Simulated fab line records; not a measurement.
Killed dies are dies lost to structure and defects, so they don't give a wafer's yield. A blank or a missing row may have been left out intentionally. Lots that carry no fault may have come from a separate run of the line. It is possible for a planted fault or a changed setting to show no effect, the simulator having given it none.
Matching of chambers	flow sky130	cmp-02 running SKY_VIA1_CMP_02: 4 sister chambers
The step polishes SiO2. 8 wafers are shown with their chamber, then 8 later ones without.

## EACH WAFER AND ITS CHAMBER
wafer	chamber	motor-current-A (A)	head-pressure-psi (psi)
L968.1	2	13.3	4.006
L968.6	3	12.0	4.012
L969.2	1	12.2	4.000
L969.6	0	11.0	3.989
L973.3	1	12.1	4.019
L973.5	2	12.9	3.999
L973.6	3	11.3	4.002
L974.1	0	11.1	4.001

## WAFERS MISSING THEIR CHAMBER
wafer	motor-current-A (A)	head-pressure-psi (psi)
L974.2	13.0	4.003
L974.3	12.3	3.989
L980.1	11.5	3.999
L980.4	13.7	4.003
L980.6	11.4	3.994
L982.3	11.6	3.998
L982.4	13.0	4.024
L982.5	14.0	4.010

## THE CHAMBER EACH PASSED THROUGH
wafer	from the rows above	in truth
L974.2	2	2
L974.3	can't be placed: 1 or 3 or 2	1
L980.1	can't be placed: 3 or 0 or 1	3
L980.4	2	2
L980.6	can't be placed: 0 or 3 or 1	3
L982.3	can't be placed: 3 or 0 or 1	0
L982.4	can't be placed: 2 or 1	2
L982.5	2	2
Placed correctly: 3 of 8. These rows do not allow placing 5 (true chamber among the candidates in 5). Number placed wrongly: 0.
How it was worked out, from the rows above alone: a wafer's distance from a chamber is the root of the sum, over the readings, of the square of ((its reading less the chamber's mean) divided by the reading's scatter). If the next closest chamber is less than 2 further off than the closest, the wafer can't be placed; otherwise it belongs to the closest. Each chamber's mean is taken over the wafers shown for it. The scatter is the square root of a quotient: the sum, over the shown wafers, of each reading's squared deviation from its chamber's mean, divided by wafers minus chambers.
